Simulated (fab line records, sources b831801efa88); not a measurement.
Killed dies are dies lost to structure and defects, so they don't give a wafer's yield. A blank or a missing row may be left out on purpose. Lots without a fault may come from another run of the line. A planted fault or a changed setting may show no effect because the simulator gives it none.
fab line records | flow gf180mcu
record lots=5 wafers=15 last_day=33
route steps=602 shown V4@481 MIM@503
lots that met no fault: from a run of the same line without faults
start_h: hours from the record's first day to the start of the lot's first wafer shown | wait_h: hours since the lot's step before | " the same as in the row above | L1.1+2: a row that stands for several wafers | - no value, or no start given | * or withheld: withheld | < > ~ a bound
route shown NAME@n: a module of which the file shows steps, and the number in the route of the first | usual: mean/standard deviation of fault-free wafers | same: alike in all rows | chamber/n: place in a boat | sites: the reading at each site | _std_site: their standard deviation | _edge_site: outer sites' mean less inner sites' | radius_mm: how far each site lies from the wafer's centre | mask NAME#n: copy n | behind: the tool/chamber that last shaped the wafer | hold: why the lot was held/for how many hours/how that ended | device: the transistor (n, p or np) that didn't switch | end of line: the same wafers' tests at the end of the route | a step without rows: its recipe alone | killed: dies lost to structure and defects at the first sort, not the wafer's yield | map: a wafer's dies, x killed, . not, _ none there
set.NAME: the setting as run; set.NAME@STEP: as run at that earlier step | model.NAME: the simulator's own value behind a step, which no gauge read
lots at some steps of the route; a table a step, a row a wafer
services: from which hour (start_h, from the record's first day; less than 0 if before it) a tool's chamber was out of use, for how many hours, and why
## steps
# step GF_V4_BOW_MEAS_05
# recipe mode=bow
# usual V4_BOW=134/9.8
# columns lot.wafer tool chamber start_h wait_h V4_BOW[um]
L084.1 film_metro-03 - 618.50 0.1 143
L084.5 " - " " 135
L084.6 " - " " 144
L087.1 film_metro-02 - 636.84 0.4 128
L087.3 " - " " 117
L087.6 " - " " 130
L088.3 film_metro-03 - 647.19 0.2 149
L088.4 " - " " 146
L088.6 " - " " 130
L092.2 film_metro-03 - 677.58 0.3 132
L092.3 " - " " 119
L092.6 " - " " 128
L093.2 film_metro-03 - 682.03 0.2 141
L093.5 " - " " 152
L093.6 " - " " 144
# step GF_V4_DEHYDRATE_06
# recipe temp_c=200 time_s=60
# columns lot.wafer tool chamber start_h wait_h
L084.1+5+6 litho_track-03 0 628.17 9.6
L087.1+3+6 litho_track-04 0 646.63 9.8
L088.3+4+6 litho_track-03 0 656.37 9.2
L092.2+3+6 litho_track-01 0 686.52 8.9
L093.2+5+6 litho_track-01 0 690.82 8.8
# step GF_V4_HMDS_07
# recipe prime_time_s=60 prime_temp_c=120
# columns lot.wafer tool chamber start_h wait_h
L084.1+5+6 litho_track-03 0 628.32 0.1
L087.1+3+6 litho_track-04 0 646.78 0.1
L088.3+4+6 litho_track-03 0 656.52 0.1
L092.2+3+6 litho_track-01 0 686.67 0.1
L093.2+5+6 litho_track-01 0 690.97 0.1
# step GF_V4_COAT_08
# recipe resist=BARC temp_c=withheld time_s=withheld spin_rpm=withheld resist_thk_nm=withheld
# columns lot.wafer tool chamber start_h wait_h
L084.1+5+6 litho_track-03 0 628.47 0.1
L087.1+3+6 litho_track-04 0 646.93 0.1
L088.3+4+6 litho_track-03 0 656.67 0.1
L092.2+3+6 litho_track-01 0 686.82 0.1
L093.2+5+6 litho_track-01 0 691.12 0.1
# step GF_V4_COAT_09
# recipe resist=KrF spin_rpm=withheld resist_thk_nm=1000
# columns lot.wafer tool chamber start_h wait_h
L084.1+5+6 litho_track-03 0 - -
L087.1+3+6 litho_track-04 0 - -
L088.3+4+6 litho_track-03 0 - -
L092.2+3+6 litho_track-01 0 - -
L093.2+5+6 litho_track-01 0 - -
# step GF_V4_SOFTBAKE_10
# recipe temp_c=130 time_s=60 resist=KrF
# columns lot.wafer tool chamber start_h wait_h
L084.1+5+6 litho_track-03 0 - -
L087.1+3+6 litho_track-04 0 - -
L088.3+4+6 litho_track-03 0 - -
L092.2+3+6 litho_track-01 0 - -
L093.2+5+6 litho_track-01 0 - -
# step GF_V4_EXPOSE_11
# recipe mask_id=Via4 target_cd_nm=260 na=0.68 source_shape=conventional sigma_outer=0.6 dose_mj=38
# columns lot.wafer tool chamber start_h wait_h mask
L084.1+5+6 krf_scanner-01 0 - - Via4#0
L087.1+3+6 krf_scanner-01 0 - - Via4#0
L088.3+4+6 krf_scanner-01 0 - - Via4#0
L092.2+3+6 krf_scanner-01 0 - - Via4#0
L093.2+5+6 krf_scanner-01 0 - - Via4#0
# step GF_V4_PEB_12
# recipe peb_temp_c=135 peb_time_s=90 resist=KrF
# columns lot.wafer tool chamber start_h wait_h
L084.1+5+6 litho_track-04 0 - -
L087.1+3+6 litho_track-04 0 - -
L088.3+4+6 litho_track-01 0 - -
L092.2+3+6 litho_track-01 0 - -
L093.2+5+6 litho_track-03 0 - -
# step GF_V4_DEVELOP_13
# recipe develop_time_s=60 resist=KrF dev_temp_c=21
# columns lot.wafer tool chamber start_h wait_h
L084.1+5+6 litho_track-04 0 638.98 0.2
L087.1+3+6 litho_track-04 0 657.08 0.2
L088.3+4+6 litho_track-01 0 666.54 0.1
L092.2+3+6 litho_track-01 0 696.42 0.2
L093.2+5+6 litho_track-03 0 700.25 0.2
# step GF_V4_CD_MEAS_14
# recipe target_cd_nm=260
# usual cd_nm=260.5/1.3
# columns lot.wafer tool chamber start_h wait_h cd_nm
L084.1 cd_sem-01 - 639.13 0.1 261.1
L084.5 " - " " 261.9
L084.6 " - " " 261.2
L087.1 cd_sem-02 - 657.23 0.1 259.4
L087.3 " - " " 260.6
L087.6 " - " " 259.9
L088.3 cd_sem-01 - 666.68 0.1 260.7
L088.4 " - " " 260.1
L088.6 " - " " 261.2
L092.2 cd_sem-01 - 696.56 0.1 259.5
L092.3 " - " " 258.5
L092.6 " - " " 259.6
L093.2 cd_sem-02 - 700.39 0.1 260.9
L093.5 " - " " 262.0
L093.6 " - " " 260.5
# step GF_V4_OVL_MEAS_15
# usual V4_OVL=1/5
# columns lot.wafer tool chamber start_h wait_h V4_OVL[nm]
L084.1 overlay-02 - 639.25 0.1 3
L084.5 " - " " 1
L084.6 " - " " -4
L087.1 overlay-01 - 657.35 0.1 2
L087.3 " - " " 5
L087.6 " - " " -1
L088.3 overlay-02 - 666.78 0.1 10
L088.4 " - " " -3
L088.6 " - " " 1
L092.2 overlay-02 - 696.67 0.1 -7
L092.3 " - " " 4
L092.6 " - " " 0
L093.2 overlay-02 - 700.50 0.1 7
L093.5 " - " " 0
L093.6 " - " " 6
# step GF_V4_ETCH_16
# recipe chemistry=N2/H2 target_depth_a=withheld overetch_a=withheld time_s=withheld target=BARC ion_energy_ev=200 source_w=500 bias_w=100 pressure_mtorr=30 n2_flow_sccm=100 h2_flow_sccm=200
# usual drypump_motor_current_A=5.4/0.52 oes_product_au=0.854/0.0048 rf_fwd_power_W=494.5/1.9 throttle_valve_pct=13.224/0.0091
# columns lot.wafer tool chamber start_h wait_h drypump_motor_current_A oes_product_au rf_fwd_power_W throttle_valve_pct
L084.1 rie_diel-02 1 639.29 0.0 4.9 0.852 494.2 13.224
L084.5 " 1 " " 4.9 0.861 495.1 13.224
L084.6 " 0 " " 4.7 0.854 496.4 13.207
L087.1 rie_diel-02 3 657.39 0.0 5.1 0.844 495.7 13.225
L087.3 " 1 " " 4.9 0.852 493.9 13.221
L087.6 " 3 " " 5.1 0.854 494.2 13.222
L088.3 rie_diel-01 1 666.80 0.0 5.2 0.854 494.7 13.221
L088.4 " 0 " " 6.2 0.859 494.2 13.213
L088.6 " 2 " " 5.5 0.849 497.1 13.234
L092.2 rie_diel-03 3 696.70 0.0 6.1 0.852 492.4 13.213
L092.3 " 2 " " 5.9 0.847 494.4 13.218
L092.6 " 3 " " 6.0 0.865 495.3 13.226
L093.2 rie_diel-03 1 700.53 0.0 6.5 0.854 495.9 13.217
L093.5 " 1 " " 6.5 0.855 495.2 13.241
L093.6 " 2 " " 5.9 0.856 493.7 13.212
# step GF_V4_ETCH_17
# recipe chemistry=C4F8/O2/Ar mask_material=KrF target=SiO2 stop_on=TiN source_w=1500 bias_w=1200 pressure_mtorr=40 c4f8_flow_sccm=withheld O2_flow_sccm=6 Ar_flow_sccm=300 time_s=withheld target_depth_a=6300
# usual oes_product_au=0.855/0.0046 rf_fwd_power_W=1492/4.3
# columns lot.wafer tool chamber start_h wait_h oes_product_au rf_fwd_power_W
L084.1 rie_diel-02 1 - - 0.862 1496
L084.5 " 1 " " 0.848 1494
L084.6 " 0 " " 0.865 1503
L087.1 rie_diel-02 3 - - 0.856 1488
L087.3 " 1 " " 0.854 1493
L087.6 " 3 " " 0.855 1494
L088.3 rie_diel-01 1 - - 0.853 1493
L088.4 " 0 " " 0.855 1495
L088.6 " 2 " " 0.854 1494
L092.2 rie_diel-03 3 - - 0.850 1496
L092.3 " 2 " " 0.859 1485
L092.6 " 3 " " 0.852 1493
L093.2 rie_diel-03 1 - - 0.865 1495
L093.5 " 1 " " 0.855 1491
L093.6 " 2 " " 0.863 1487
# step GF_V4_STRIP_18
# recipe chemistry=O2/N2 power_w=1400 pressure_mtorr=1500 platen_temp_c=250 o2_flow_sccm=3000 n2_flow_sccm=300 overash_fraction=0.5
# usual drypump_motor_current_A=5.5/0.52 heater_power_w=322/29 oes_product_au=0.593/0.0049 platen_temp_c=250.03/0.21
# columns lot.wafer tool chamber start_h wait_h drypump_motor_current_A heater_power_w oes_product_au platen_temp_c rf_hours_counter_h
L084.1 plasma_asher-01 1 639.41 - 5.0 295 0.590 249.69 87
L084.5 " 1 " " 5.0 307 0.588 249.71 -
L084.6 " 0 " " 5.6 374 0.594 250.32 -
L087.1 plasma_asher-03 1 657.51 - 5.1 289 0.590 250.07 97
L087.3 " 0 " " 5.8 354 0.593 250.24 -
L087.6 " 1 " " 5.0 295 0.587 250.24 -
L088.3 plasma_asher-02 0 666.96 - 5.3 323 0.596 249.98 -
L088.4 " 1 " " 6.6 301 0.593 250.21 -
L088.6 " 1 " " 6.6 296 0.591 250.04 -
L092.2 plasma_asher-03 0 696.83 - 5.8 339 0.595 250.28 101
L092.3 " 1 " " 5.0 295 0.585 249.96 -
L092.6 " 1 " " 5.0 290 0.595 249.96 -
L093.2 plasma_asher-01 0 700.66 - 5.6 370 0.598 250.23 94
L093.5 " 0 " " 5.6 369 0.589 250.43 -
L093.6 " 1 " " 5.0 295 0.598 250.01 -
# step GF_V4_STRIP_19
# recipe chemistry=post_etch_residue_remover time_s=1200 temp_c=72.5
# columns lot.wafer tool chamber start_h wait_h
L084.1+5+6 wet_bench-02 0 639.51 0.1
L087.1+3+6 wet_bench-03 3 657.61 0.1
L088.3+4+6 wet_bench-02 2 667.03 0.0
L092.2+3+6 wet_bench-03 0 696.93 0.1
L093.2+5+6 wet_bench-02 1 700.76 0.1
# step GF_V4_CLEAN_20
# recipe chemistry=DIW dry=n2_spin
# columns lot.wafer tool chamber start_h wait_h
L084.1+5+6 wet_bench-03 0 640.20 0.0
L087.1+3+6 wet_bench-03 3 657.96 0.0
L088.3+4+6 wet_bench-02 0 667.37 0.0
L092.2+3+6 wet_bench-03 3 697.27 0.0
L093.2+5+6 wet_bench-04 0 701.10 0.0
# step GF_V4_SPUTTER_21
# recipe material=Ti target_thk_nm=15 chamber_pressure_pa=5 power_w=2500 substrate_temp_c=200 time_s=80.02
# usual throttle_valve_pct=29.9/0.84
# columns lot.wafer tool chamber start_h wait_h throttle_valve_pct
L084.1 pvd_sputter-01 - 640.29 0.0 30.2
L084.5 " - " " 30.9
L084.6 " - " " 29.8
L087.1 pvd_sputter-01 - 658.05 0.0 29.7
L087.3 " - " " 31.0
L087.6 " - " " 30.7
L088.3 pvd_sputter-02 - 667.46 0.0 30.6
L088.4 " - " " 28.8
L088.6 " - " " 31.3
L092.2 pvd_sputter-02 - 697.36 0.0 30.9
L092.3 " - " " 29.0
L092.6 " - " " 30.9
L093.2 pvd_sputter-01 - 701.28 0.0 28.6
L093.5 " - " " 28.6
L093.6 " - " " 29.6
# step GF_V4_SPUTTER_22
# recipe material=TiN target_thk_nm=10 chamber_pressure_pa=5 power_w=4000 time_s=40
# usual throttle_valve_pct=30.0/0.83
# columns lot.wafer tool chamber start_h wait_h throttle_valve_pct
L084.1 pvd_sputter-01 - 640.35 0.0 29.7
L084.5 " - " " 31.4
L084.6 " - " " 29.5
L087.1 pvd_sputter-01 - 658.11 0.0 29.5
L087.3 " - " " 31.0
L087.6 " - " " 31.0
L088.3 pvd_sputter-02 - 667.52 0.0 30.6
L088.4 " - " " 29.0
L088.6 " - " " 31.2
L092.2 pvd_sputter-02 - 697.42 0.0 31.0
L092.3 " - " " 29.2
L092.6 " - " " 30.6
L093.2 pvd_sputter-01 - 701.34 0.0 28.5
L093.5 " - " " 28.8
L093.6 " - " " 29.6
# step GF_V4_CVD_23
# recipe material=W target_thk_nm=350 time_s=104.9 temp_c=400 pressure_torr=40
# usual heater_power_outer_w=478/36 heater_power_w=790/64
# columns lot.wafer tool chamber start_h wait_h heater_power_outer_w heater_power_w
L084.1 cvd_w-02 0 640.39 0.0 444 751
L084.5 " 0 " " 440 752
L084.6 " 1 " " 481 743
L087.1 cvd_w-01 0 658.15 0.0 545 897
L087.3 " 0 " " 541 913
L087.6 " 0 " " 551 931
L088.3 cvd_w-01 0 667.60 0.1 547 959
L088.4 " 1 " " 486 784
L088.6 " 0 " " 549 920
L092.2 cvd_w-02 1 697.46 0.0 472 746
L092.3 " 1 " " 480 754
L092.6 " 1 " " 469 769
L093.2 cvd_w-02 0 701.38 0.0 438 759
L093.5 " 0 " " 448 739
L093.6 " 1 " " 492 741
# step GF_V4_RS_MEAS_24
# recipe thk_meas_gauge=four-point-probe reads=W_of_V4_CVD_23+TiN_of_V4_SPUTTER_22+Ti_of_V4_SPUTTER_21
# usual V4_W_RS=0.333/0.0048
# columns lot.wafer tool chamber start_h wait_h V4_W_RS[ohm/sq]
L084.1 film_metro-02 - 640.50 0.1 0.332
L084.5 " - " " 0.332
L084.6 " - " " 0.329
L087.1 film_metro-03 - 658.26 0.1 0.330
L087.3 " - " " 0.327
L087.6 " - " " 0.332
L088.3 film_metro-02 - 667.71 0.1 0.333
L088.4 " - " " 0.341
L088.6 " - " " 0.332
L092.2 film_metro-02 - 697.59 0.1 0.328
L092.3 " - " " 0.330
L092.6 " - " " 0.323
L093.2 film_metro-02 - 701.53 0.1 0.331
L093.5 " - " " 0.336
L093.6 " - " " 0.330
# step GF_V4_THK_MEAS_25
# recipe thk_meas_gauge=xrf reads=W_of_V4_CVD_23
# usual V4_W_THK=339/4.9
# columns lot.wafer tool chamber start_h wait_h V4_W_THK[nm]
L084.1 film_metro-02 - 640.62 0.1 336
L084.5 " - " " 338
L084.6 " - " " 341
L087.1 film_metro-03 - 658.38 0.1 341
L087.3 " - " " 345
L087.6 " - " " 340
L088.3 film_metro-02 - 667.81 0.1 337
L088.4 " - " " 330
L088.6 " - " " 338
L092.2 film_metro-02 - 697.70 0.1 346
L092.3 " - " " 341
L092.6 " - " " 350
L093.2 film_metro-02 - 701.64 0.1 341
L093.5 " - " " 335
L093.6 " - " " 343
# step GF_V4_CMP_26
# recipe stop_on=SiO2 down_force_psi=3.5 platen_rpm=60 t_overpolish_s=15 target_thk_nm=0 pad_velocity_m_s=0.94248
# usual motor_current_A=10.7/0.63 overpolish_run_s=15.001/0.0089 time_to_endpoint_s=83/5.9
# same t_overpolish_s=15
# columns lot.wafer tool chamber start_h wait_h motor_current_A overpolish_run_s time_to_endpoint_s
L084.1 cmp-02 0 640.73 0.1 11.8 15.010 86
L084.5 " 3 " " 10.2 15.010 91
L084.6 " 0 " " 11.0 15.014 87
L087.1 cmp-01 2 658.49 0.1 9.8 15.005 76
L087.3 " 3 " " 10.8 15.004 88
L087.6 " 1 " " 11.5 14.989 79
L088.3 cmp-02 1 667.90 0.1 10.4 15.011 85
L088.4 " 3 " " 10.2 15.007 83
L088.6 " 1 " " 10.5 14.997 87
L092.3 cmp-02 3 697.80 0.1 10.3 14.994 88
L092.2 " 1 " " 10.7 15.009 85
L092.6 " 3 " " 10.4 15.003 90
L093.2 cmp-01 1 701.84 0.2 11.4 14.988 83
L093.5 " 2 " " 10.2 15.008 78
L093.6 " 3 " " 11.0 14.997 85
# step GF_MIM_SPUTTER_00
# recipe material=Ti target_thk_nm=37.5 arriving_ion_energy_ev=80 substrate_temp_c=200 chamber_pressure_pa=2 power_w=4000 time_s=150
# usual throttle_valve_pct=30.1/1.1
# columns lot.wafer tool chamber start_h wait_h throttle_valve_pct
L084.1 pvd_sputter-03 - 640.98 0.2 32.0
L084.5 " - " " 28.8
L084.6 " - " " 30.5
L087.1 pvd_sputter-03 - 658.74 0.2 28.8
L087.3 " - " " 32.0
L087.6 " - " " 32.2
L088.3 pvd_sputter-04 - 668.15 0.2 28.5
L088.4 " - " " 30.3
L088.6 " - " " 29.6
L092.2 pvd_sputter-02 - 698.10 0.1 30.9
L092.3 " - " " 31.3
L092.6 " - " " 30.7
L093.2 pvd_sputter-02 - 701.99 0.1 28.8
L093.5 " - " " 31.2
L093.6 " - " " 29.1
# step GF_MIM_SPUTTER_01
# recipe material=TiN target_thk_nm=30 power_w=6500 time_s=25 chamber_pressure_pa=0.4
# usual throttle_valve_pct=30.1/1.1
# columns lot.wafer tool chamber start_h wait_h throttle_valve_pct
L084.1 pvd_sputter-03 - 641.08 0.1 32.0
L084.5 " - " " 28.8
L084.6 " - " " 30.9
L087.1 pvd_sputter-03 - 658.84 0.1 28.9
L087.3 " - " " 31.9
L087.6 " - " " 31.9
L088.3 pvd_sputter-04 - 668.25 0.1 28.7
L088.4 " - " " 30.5
L088.6 " - " " 29.7
L092.2 pvd_sputter-02 - 698.20 0.1 30.4
L092.3 " - " " 31.1
L092.6 " - " " 30.8
L093.2 pvd_sputter-02 - 702.10 0.1 29.0
L093.5 " - " " 31.4
L093.6 " - " " 29.0
# step GF_MIM_SPUTTER_02
# recipe material=AlCu target_thk_nm=450 power_w=10600 time_s=23.9 chamber_pressure_pa=0.4
# usual throttle_valve_pct=30.1/1.1
# columns lot.wafer tool chamber start_h wait_h throttle_valve_pct
L084.1 pvd_sputter-03 - 641.11 0.0 32.1
L084.5 " - " " 28.9
L084.6 " - " " 30.5
L087.1 pvd_sputter-03 - 658.87 0.0 29.1
L087.3 " - " " 32.0
L087.6 " - " " 31.8
L088.3 pvd_sputter-04 - 668.29 0.0 29.0
L088.4 " - " " 30.7
L088.6 " - " " 29.8
L092.2 pvd_sputter-02 - 698.23 0.0 30.6
L092.3 " - " " 31.5
L092.6 " - " " 30.7
L093.2 pvd_sputter-02 - 702.14 0.0 29.2
L093.5 " - " " 31.4
L093.6 " - " " 28.9
# step GF_MIM_SPUTTER_03
# recipe material=Ti target_thk_nm=10 substrate_temp_c=300 chamber_pressure_pa=0.3 power_w=3000 time_s=6.7
# usual throttle_valve_pct=30.1/1.2
# columns lot.wafer tool chamber start_h wait_h throttle_valve_pct
L084.1 pvd_sputter-03 - 641.14 0.0 32.0
L084.5 " - " " 28.9
L084.6 " - " " 30.7
L087.1 pvd_sputter-03 - 658.90 0.0 28.8
L087.3 " - " " 32.1
L087.6 " - " " 32.1
L088.3 pvd_sputter-04 - 668.32 0.0 28.9
L088.4 " - " " 30.3
L088.6 " - " " 29.4
L092.2 pvd_sputter-02 - 698.26 0.0 30.7
L092.3 " - " " 31.3
L092.6 " - " " 30.8
L093.2 pvd_sputter-02 - 702.17 0.0 29.1
L093.5 " - " " 31.2
L093.6 " - " " 28.9
# step GF_MIM_SPUTTER_04
# recipe material=TiN target_thk_nm=50 power_w=6500 time_s=41.7 chamber_pressure_pa=0.4
# usual throttle_valve_pct=30.0/1.1
# columns lot.wafer tool chamber start_h wait_h throttle_valve_pct
L084.1 pvd_sputter-03 - 641.16 0.0 31.9
L084.5 " - " " 29.0
L084.6 " - " " 30.6
L087.1 pvd_sputter-03 - 658.92 0.0 29.0
L087.3 " - " " 31.9
L087.6 " - " " 32.0
L088.3 pvd_sputter-04 - 668.34 0.0 28.5
L088.4 " - " " 30.4
L088.6 " - " " 29.3
L092.2 pvd_sputter-02 - 698.28 0.0 30.6
L092.3 " - " " 31.3
L092.6 " - " " 30.6
L093.2 pvd_sputter-02 - 702.19 0.0 28.8
L093.5 " - " " 31.4
L093.6 " - " " 28.9
# step GF_MIM_CVD_05
# recipe material=Si3N4 target_thk_nm=42 temp_max_c=400 temp_c=385 time_s=29.086 rf_w=450
# usual heater_power_outer_w=360/46 heater_power_w=625/55 rf_fwd_power_W=444.1/2.2
# columns lot.wafer tool chamber start_h wait_h heater_power_outer_w heater_power_w rf_fwd_power_W
L084.1 pecvd-02 1 641.20 0.0 387 649 443.8
L084.5 " 2 " " 355 651 446.1
L084.6 " 1 " " 383 657 444.6
L087.1 pecvd-04 1 658.96 0.0 427 684 442.5
L087.3 " 0 " " 386 671 445.6
L087.6 " 1 " " 433 672 444.1
L088.3 pecvd-02 0 668.38 0.0 379 627 447.1
L088.4 " 1 " " 350 602 445.7
L088.6 " 0 " " 390 640 445.9
L092.2 pecvd-02 2 698.32 0.0 369 677 446.8
L092.3 " 1 " " 326 573 446.3
L092.6 " 2 " " 379 661 445.0
L093.2 pecvd-02 2 702.24 0.0 368 671 445.2
L093.5 " 1 " " 354 615 445.3
L093.6 " 2 " " 379 680 446.7
# step GF_MIM_THK_MEAS_06
# recipe reads=Si3N4_of_MIM_CVD_05
# usual MIM_CVD_05_THK=41.8/0.66
# columns lot.wafer tool chamber start_h wait_h MIM_CVD_05_THK[nm]
L084.1 film_metro-01 - 641.24 0.0 42.0
L084.5 " - " " 41.3
L084.6 " - " " 43.5
L087.1 film_metro-01 - 658.99 0.0 41.9
L087.3 " - " " 41.0
L087.6 " - " " 42.8
L088.3 film_metro-02 - 668.43 0.0 40.6
L088.4 " - " " 42.6
L088.6 " - " " 41.3
L092.2 film_metro-02 - 698.36 0.0 40.6
L092.3 " - " " 42.0
L092.6 " - " " 41.9
L093.2 film_metro-01 - 702.28 0.0 41.0
L093.5 " - " " 42.7
L093.6 " - " " 41.1
# step GF_MIM_SPUTTER_07
# recipe material=TiN target_thk_nm=60 power_w=6500 time_s=50 chamber_pressure_pa=0.4
# usual throttle_valve_pct=30.0/0.96
# columns lot.wafer tool chamber start_h wait_h throttle_valve_pct
L084.1 pvd_sputter-04 - 641.30 0.1 30.6
L084.5 " - " " 28.9
L084.6 " - " " 30.3
L087.1 pvd_sputter-02 - 659.05 0.1 30.8
L087.3 " - " " 29.1
L087.6 " - " " 30.8
L088.3 pvd_sputter-02 - 668.47 0.0 29.2
L088.4 " - " " 30.7
L088.6 " - " " 31.2
L092.2 pvd_sputter-04 - 698.41 0.0 29.6
L092.3 " - " " 30.5
L092.6 " - " " 30.4
L093.2 pvd_sputter-03 - 702.33 0.0 32.0
L093.5 " - " " 28.8
L093.6 " - " " 30.9
# step GF_MIM_SPUTTER_08
# recipe material=AlCu target_thk_nm=200 power_w=10600 time_s=10.6 chamber_pressure_pa=0.4
# usual throttle_valve_pct=30.0/0.98
# columns lot.wafer tool chamber start_h wait_h throttle_valve_pct
L084.1 pvd_sputter-04 - 641.34 0.0 30.7
L084.5 " - " " 28.5
L084.6 " - " " 30.3
L087.1 pvd_sputter-02 - 659.10 0.0 30.4
L087.3 " - " " 29.3
L087.6 " - " " 30.6
L088.3 pvd_sputter-02 - 668.51 0.0 28.8
L088.4 " - " " 31.0
L088.6 " - " " 31.3
L092.2 pvd_sputter-04 - 698.45 0.0 29.2
L092.3 " - " " 30.3
L092.6 " - " " 30.2
L093.2 pvd_sputter-03 - 702.37 0.0 32.0
L093.5 " - " " 29.0
L093.6 " - " " 30.7
# step GF_MIM_SPUTTER_09
# recipe material=TiN target_thk_nm=35 power_w=6500 time_s=29.2 chamber_pressure_pa=0.4
# usual throttle_valve_pct=30.0/0.99
# columns lot.wafer tool chamber start_h wait_h throttle_valve_pct
L084.1 pvd_sputter-04 - 641.36 0.0 30.0
L084.5 " - " " 28.7
L084.6 " - " " 30.5
L087.1 pvd_sputter-02 - 659.12 0.0 30.5
L087.3 " - " " 29.0
L087.6 " - " " 30.6
L088.3 pvd_sputter-02 - 668.54 0.0 29.0
L088.4 " - " " 30.8
L088.6 " - " " 31.3
L092.2 pvd_sputter-04 - 698.48 0.0 29.7
L092.3 " - " " 30.7
L092.6 " - " " 30.4
L093.2 pvd_sputter-03 - 702.40 0.0 32.0
L093.5 " - " " 28.9
L093.6 " - " " 30.8
# step GF_MIM_RS_MEAS_10
# recipe thk_meas_gauge=four-point-probe reads=TiN_of_MIM_SPUTTER_09+AlCu_of_MIM_SPUTTER_08+TiN_of_MIM_SPUTTER_07
# usual MIM_ALCU_RS=0.1608/0.002
# columns lot.wafer tool chamber start_h wait_h MIM_ALCU_RS[ohm/sq]
L084.1 film_metro-02 - 641.40 0.0 0.1611
L084.5 " - " " 0.1600
L084.6 " - " " 0.1606
L087.1 film_metro-01 - 659.15 0.0 0.1565
L087.3 " - " " 0.1623
L087.6 " - " " 0.1568
L088.3 film_metro-01 - 668.61 0.1 0.1630
L088.4 " - " " 0.1593
L088.6 " - " " 0.1620
L092.2 film_metro-01 - 698.53 0.0 0.1628
L092.3 " - " " 0.1628
L092.6 " - " " 0.1613
L093.2 film_metro-01 - 702.45 0.0 0.1605
L093.5 " - " " 0.1617
L093.6 " - " " 0.1594
# step GF_MIM_THK_MEAS_11
# recipe thk_meas_gauge=xrf reads=AlCu_of_MIM_SPUTTER_08
# usual MIM_ALCU_THK=199.1/2.7
# columns lot.wafer tool chamber start_h wait_h MIM_ALCU_THK[nm]
L084.1 film_metro-02 - 641.52 0.1 199.4
L084.5 " - " " 199.5
L084.6 " - " " 199.7
L087.1 film_metro-01 - 659.27 0.1 204.4
L087.3 " - " " 197.9
L087.6 " - " " 204.8
L088.3 film_metro-01 - 668.71 0.1 196.7
L088.4 " - " " 200.5
L088.6 " - " " 197.6
L092.2 film_metro-01 - 698.64 0.1 195.7
L092.3 " - " " 195.7
L092.6 " - " " 197.5
L093.2 film_metro-01 - 702.56 0.1 199.0
L093.5 " - " " 197.1
L093.6 " - " " 200.7
# step GF_MIM_DEHYDRATE_12
# recipe temp_c=200 time_s=60
# columns lot.wafer tool chamber start_h wait_h
L084.1+5+6 litho_track-04 0 651.18 9.7
L087.1+3+6 litho_track-01 0 668.44 9.2
L088.3+4+6 litho_track-02 0 677.70 9.0
L092.2+3+6 litho_track-02 0 706.88 8.2
L093.2+5+6 litho_track-02 0 711.13 8.6
# step GF_MIM_HMDS_13
# recipe prime_time_s=60 prime_temp_c=120
# columns lot.wafer tool chamber start_h wait_h
L084.1+5+6 litho_track-04 0 651.33 0.1
L087.1+3+6 litho_track-01 0 668.59 0.1
L088.3+4+6 litho_track-02 0 677.85 0.1
L092.2+3+6 litho_track-02 0 707.03 0.1
L093.2+5+6 litho_track-02 0 711.28 0.1
# step GF_MIM_COAT_14
# recipe resist=NOVOLAK spin_rpm=3000 resist_thk_nm=1000
# columns lot.wafer tool chamber start_h wait_h
L084.1+5+6 litho_track-04 0 651.48 0.1
L087.1+3+6 litho_track-01 0 668.74 0.1
L088.3+4+6 litho_track-02 0 678.00 0.1
L092.2+3+6 litho_track-02 0 707.18 0.1
L093.2+5+6 litho_track-02 0 711.43 0.1
# step GF_MIM_SOFTBAKE_15
# recipe temp_c=90 time_s=60 resist=NOVOLAK
# columns lot.wafer tool chamber start_h wait_h
L084.1+5+6 litho_track-04 0 651.63 0.1
L087.1+3+6 litho_track-01 0 668.89 0.1
L088.3+4+6 litho_track-02 0 678.15 0.1
L092.2+3+6 litho_track-02 0 707.33 0.1
L093.2+5+6 litho_track-02 0 711.58 0.1
# step GF_MIM_EXPOSE_16
# recipe mask_id=FuseTop target_cd_nm=2000 na=0.6 source_shape=conventional sigma_outer=0.6 dose_mj=140
# columns lot.wafer tool chamber start_h wait_h mask
L084.1+5+6 iline_stepper-02 0 - - FuseTop#0
L087.1+3+6 iline_stepper-01 0 - - FuseTop#0
L088.3+4+6 iline_stepper-01 0 - - FuseTop#0
L092.2+3+6 iline_stepper-02 0 - - FuseTop#0
L093.2+5+6 iline_stepper-01 0 - - FuseTop#0
# step GF_MIM_PEB_17
# recipe temp_c=withheld time_s=* resist=NOVOLAK
# columns lot.wafer tool chamber start_h wait_h
L084.1+5+6 litho_track-04 0 - -
L087.1+3+6 litho_track-02 0 - -
L088.3+4+6 litho_track-04 0 - -
L092.2+3+6 litho_track-01 0 - -
L093.2+5+6 litho_track-01 0 - -
# step GF_MIM_DEVELOP_18
# recipe develop_time_s=60 dev_temp_c=23
# columns lot.wafer tool chamber start_h wait_h
L084.1+5+6 litho_track-04 0 660.73 0.1
L087.1+3+6 litho_track-02 0 678.40 0.1
L088.3+4+6 litho_track-04 0 687.83 0.1
L092.2+3+6 litho_track-01 0 716.42 0.1
L093.2+5+6 litho_track-01 0 720.32 0.1
## services
# columns tool chamber start_h hours kind
iline_stepper-02 - 606.62 1.7 pm
plasma_asher-03 - 622.93 12.2 repair
cmp-02 - 624.68 5.9 pm
iline_stepper-01 - 637.97 1.2 repair
krf_scanner-01 - 638.71 0.8 pm
rie_diel-02 0 642.13 26.3 repair
cvd_w-01 1 644.82 11.3 repair
rie_diel-01 1 648.03 4.5 repair
krf_scanner-01 - 651.05 1.3 pm
cvd_w-02 - 651.89 1.6 repair
iline_stepper-02 - 657.84 3.1 repair
cvd_w-02 0 671.42 5.1 repair
iline_stepper-01 - 672.29 1.1 repair
cvd_w-02 0 679.01 6.7 repair
rie_diel-03 2 690.56 5.9 repair
wet_bench-02 - 695.81 1.5 repair
pecvd-02 - 696.64 0.7 repair
pvd_sputter-04 - 705.50 5.8 repair
pvd_sputter-02 - 707.87 1.2 repair
rie_diel-03 - 708.64 1.7 repair
iline_stepper-01 - 712.99 1.7 pm
rie_diel-03 2 715.13 12.4 repair
iline_stepper-01 - 715.97 0.6 repair
krf_scanner-01 - 716.59 1.0 pm
## key
fault none
